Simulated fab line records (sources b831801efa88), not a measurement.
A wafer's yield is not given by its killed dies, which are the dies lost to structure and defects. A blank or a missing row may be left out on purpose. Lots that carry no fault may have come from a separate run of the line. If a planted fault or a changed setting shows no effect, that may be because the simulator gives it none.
The tool behind it: which one? || flow sky130 || 18 wafers from 6 lots sampled at 4 of the route's 708 steps

== WHAT EACH GAUGE READ, for each wafer ==
SKY_VT_ADJUST_LVTN_TW_MEAS_10.
{"lot": "L187", "measured": "day 6 23:26", "on": "film_metro-01", "VT_ADJUST_LVTN_TW": "243.3 242.2 242.4"}
{"lot": "L190", "measured": "day 7 17:14", "on": "film_metro-01", "VT_ADJUST_LVTN_TW": "242.0 242.0 242.4"}
{"lot": "L202", "measured": "day 11 04:47", "on": "film_metro-04", "VT_ADJUST_LVTN_TW": "240.9 241.7 241.4"}
{"lot": "L205", "measured": "day 11 22:44", "on": "film_metro-01", "VT_ADJUST_LVTN_TW": "242.9 242.9 242.8"}
{"lot": "L209", "measured": "day 13 07:23", "on": "film_metro-01", "VT_ADJUST_LVTN_TW": "244.0 242.4 242.8"}

== TOOL THAT RAN EACH LOT (tool first, then ch and the chambers of the sampled wafers, then the start) ==
{"lot": "L187", "SKY_FIELD_ISO_ETCH_15": "rie_diel-02 ch 2,3, day 2 09:41", "SKY_FIELD_ISO_STRIP_16": "plasma_asher-03 ch 0,1, day 2 09:44", "SKY_FIELD_ISO_CMP_27": "cmp-02 ch 0,1, day 2 13:38"}
{"lot": "L190", "SKY_FIELD_ISO_ETCH_15": "rie_diel-03 ch 0,2,3, day 3 01:07", "SKY_FIELD_ISO_STRIP_16": "plasma_asher-03 ch 0,1, day 3 01:10", "SKY_FIELD_ISO_CMP_27": "cmp-02 ch 0,2, day 3 04:34"}
{"lot": "L196", "SKY_FIELD_ISO_ETCH_15": "rie_diel-03 ch 0,1,3, day 4 09:35", "SKY_FIELD_ISO_STRIP_16": "plasma_asher-04 ch 0,1, day 4 09:38", "SKY_FIELD_ISO_CMP_27": "cmp-02 ch 2,3, day 4 13:11"}
{"lot": "L202", "SKY_FIELD_ISO_ETCH_15": "rie_diel-02 ch 0,1,3, day 5 17:14", "SKY_FIELD_ISO_STRIP_16": "plasma_asher-04 ch 0,1, day 5 17:21", "SKY_FIELD_ISO_CMP_27": "cmp-02 ch 0,1,3, day 5 21:11"}
{"lot": "L205", "SKY_FIELD_ISO_ETCH_15": "rie_diel-02 ch 2,3, day 6 06:05", "SKY_FIELD_ISO_STRIP_16": "plasma_asher-04 ch 0,1, day 6 06:08", "SKY_FIELD_ISO_CMP_27": "cmp-02 ch 0,2,3, day 6 09:36"}
{"lot": "L209", "SKY_FIELD_ISO_ETCH_15": "rie_diel-03 ch 0,3, day 7 04:03", "SKY_FIELD_ISO_STRIP_16": "plasma_asher-04 ch 0,1, day 7 04:07", "SKY_FIELD_ISO_CMP_27": "cmp-02 ch 0,1,2, day 7 08:20"}
- SKY_FIELD_ISO_ETCH_15: etches the open film in CHF3/O2, stops on Si, target depth 180 nm, time 72 s.
- SKY_FIELD_ISO_STRIP_16: strips in O2/N2.
- SKY_FIELD_ISO_CMP_27: polishes, stops on Si3N4, t overpolish 16 s, target thk 457.8 nm.

== THE ANSWER, worked out from the rows above alone ==
Rule: what is usual is taken from the lots themselves. The widest of any qualifying gaps counts: lots, ordered by their means at a reading, are off when they make up no more than a third of the lots, leave a main group of 4 or more, and stand apart from it by 3 or more times the standard deviation of that group's means. A main group is skipped when, at the precision printed for the reading in the tables above, its means are all equal. Also off: a lot with no number at a reading for which 4 or more lots have one. Where the step has rows for the other lots, those lots are counted as sound.
Nothing can be told from this: no lot is off at any reading shown.

== WHAT HAD BEEN PUT IN BY THE SIMULATOR ==
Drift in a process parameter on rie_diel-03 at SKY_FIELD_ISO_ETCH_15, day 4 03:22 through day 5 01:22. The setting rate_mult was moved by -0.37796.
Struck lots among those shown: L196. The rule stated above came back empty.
